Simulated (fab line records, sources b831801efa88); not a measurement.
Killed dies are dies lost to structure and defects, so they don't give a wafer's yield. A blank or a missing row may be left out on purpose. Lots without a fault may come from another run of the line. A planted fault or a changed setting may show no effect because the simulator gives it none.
Chamber matching | flow gf180mcu | GF_V2_ETCH_16 on rie_diel-04: 4 sister chambers
The step etches BARC in N2/H2. 4 wafers are shown with their chamber, then 9 later ones without.

WAFERS WITH THEIR CHAMBER
wafer  | chamber | drypump_motor_current_A (A)
L082.5 | 1       | 5.67
L085.1 | 2       | 6.15
L086.5 | 3       | 5.73
L086.6 | 0       | 5.99

WAFERS WITHOUT THEIR CHAMBER
wafer  | drypump_motor_current_A (A)
L090.1 | 5.63
L090.4 | 5.75
L090.5 | 5.64
L091.2 | 5.71
L091.3 | 5.64
L091.6 | 5.71
L093.1 | 5.74
L093.3 | 5.63
L093.6 | 5.74

WHICH CHAMBER EACH WENT THROUGH
wafer  | from the rows above     | in truth
L090.1 | 1                       | 1
L090.4 | 3                       | 3
L090.5 | 1                       | 1
L091.2 | can't be placed: 3 or 1 | 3
L091.3 | 1                       | 1
L091.6 | can't be placed: 3 or 1 | 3
L093.1 | 3                       | 3
L093.3 | 1                       | 1
L093.6 | 3                       | 3
Placed correctly: 7 of 9. Can't be placed from these rows: 2 (the true chamber is among the candidates in 2). Placed wrongly: 0.
How it was worked out, from the rows above alone: a wafer's distance from a chamber is the root of the sum, over the readings, of the square of ((its reading less the chamber's mean) divided by the reading's scatter). The wafer belongs to the nearest chamber; if the next one is less than 2 further off, it can't be placed. A chamber's mean is the mean of its shown wafers. The scatter: with one shown wafer a chamber, the root of the mean of the squares of how far each hidden wafer lies from its nearest shown one.
